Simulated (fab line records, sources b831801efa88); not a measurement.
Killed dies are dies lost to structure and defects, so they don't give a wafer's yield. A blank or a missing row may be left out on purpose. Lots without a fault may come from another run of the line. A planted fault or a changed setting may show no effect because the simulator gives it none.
A struck lot beside a sound one | flow sky130 | 16 steps out of a route of 708
Sound: wafers L879.1, L879.4, L879.6. Struck: wafers L889.1, L889.4, L889.6. The cause comes at the end.
At each step with rows: each side's tool, then ch and its chambers, then its first start. Under that, the readings that differ: sound wafers | struck wafers | difference of the means | sigmas: that difference in standard deviations of wafers without a fault.
alike: readings whose means differ by less than 2 such deviations, and words and numbers that are the same on both sides. not compared: withheld readings, readings that some wafer has no value for, bounds like >300 that may hide the same value, and numbers for which the record gives no deviation and whose values overlap.
The two part at a step that has a row with sigmas, a row that says differs or no value, or rows on one side only. Numbers that don't overlap but have no deviation are shown without sigmas and don't part them. A reading that every wafer of one side lacks parts them only if that side has two wafers or more.

first, 2 steps without rows for these wafers: SKY_VIA2_SPUTTER_20 (material TiN, target thk 20 nm, time 80 s); SKY_VIA2_CVD_21 (deposits W, target thk 420 nm, time 126.4 s).
SKY_VIA2_RS_MEAS_22: measures by four-point-probe.
  sound on film_metro-02, day 38 17:52; struck on film_metro-04, day 41 12:27
  alike: VIA2_W_RS
SKY_VIA2_THK_MEAS_23: measures by xrf.
  sound on film_metro-02, day 38 17:59; struck on film_metro-04, day 41 12:34
  alike: VIA2_W_THK
SKY_VIA2_CMP_24: polishes, stops on SiO2, t overpolish 20 s, target thk 0 nm.
  sound on cmp-01 ch 0,2,3, day 38 18:08; struck on cmp-01 ch 1,2,3, day 41 12:53
  alike: edge_zone_pressure_frac, motor_current_A, overpolish_run_s, time_to_endpoint_s
SKY_METAL3_SPUTTER_00: material Ti, target thk 15 nm, time 10 s.
  sound on pvd_sputter-02, day 38 18:20; struck on pvd_sputter-02, day 41 13:05
  alike: throttle_valve_pct
then, 1 step without rows for these wafers: SKY_METAL3_SPUTTER_01 (material TiN, target thk 20 nm, time 16.7 s).
SKY_METAL3_SPUTTER_02: material AlCu, target thk 735 nm, time 39.1 s.
  sound on pvd_sputter-02, day 38 18:23; struck on pvd_sputter-02, day 41 13:08
  alike: throttle_valve_pct
SKY_METAL3_SPUTTER_03: material Ti, target thk 5 nm, time 3.3 s.
  sound on pvd_sputter-02, day 38 18:25; struck on pvd_sputter-02, day 41 13:11
  alike: throttle_valve_pct
SKY_METAL3_SPUTTER_04: material TiN, target thk 70 nm, time 58.3 s.
  sound on pvd_sputter-02, day 38 18:26; struck on pvd_sputter-02, day 41 13:12
  alike: throttle_valve_pct
then, 1 step without rows for these wafers: SKY_CAPM_CVD_00 (deposits SiO2, target thk 15.5 nm).
SKY_CAPM_THK_MEAS_01:
  sound on film_metro-03, day 38 18:31; struck on film_metro-04, day 41 13:16
  alike: CAPM_CVD_00_THK
SKY_CAPM_SPUTTER_02: material TiN, target thk 200 nm, time 166.7 s.
  sound on pvd_sputter-03, day 38 18:34; struck on pvd_sputter-01, day 41 13:20
  alike: throttle_valve_pct
SKY_CAPM_RS_MEAS_03: measures by four-point-probe.
  sound on film_metro-03, day 38 18:41; struck on film_metro-03, day 41 13:26
  alike: CAPM_TIN_RS
SKY_CAPM_THK_MEAS_04: measures by xrf.
  sound on film_metro-03, day 38 18:48; struck on film_metro-03, day 41 13:34
  alike: CAPM_TIN_THK
-- the record jumps here: 8 days lie between the struck wafers' starts before and after (it left off in module CAPM and takes up again in module PAD_OPEN, whose first step shown is number 708 of the route) --
SKY_PAD_OPEN_PROBE_99:
  sound on prober-02, day 47 16:55; struck on prober-02, day 49 20:59
  reading             | sound    | struck     | difference | sigmas
  killed_at_front_end | 5 15 7   | 22 19 22   | +12        | +2
  killed_dies         | 66 90 74 | 106 93 100 | +23        | +2
  killed_open         | 41 55 30 | 61 53 64   | +17        | +2
  alike: killed_at_M0_to_M3, killed_at_M4_up, killed_at_contacts, killed_at_other, killed_short

WHERE THEY PART
Only at SKY_PAD_OPEN_PROBE_99, within this record.

WHY: what the simulator had put in
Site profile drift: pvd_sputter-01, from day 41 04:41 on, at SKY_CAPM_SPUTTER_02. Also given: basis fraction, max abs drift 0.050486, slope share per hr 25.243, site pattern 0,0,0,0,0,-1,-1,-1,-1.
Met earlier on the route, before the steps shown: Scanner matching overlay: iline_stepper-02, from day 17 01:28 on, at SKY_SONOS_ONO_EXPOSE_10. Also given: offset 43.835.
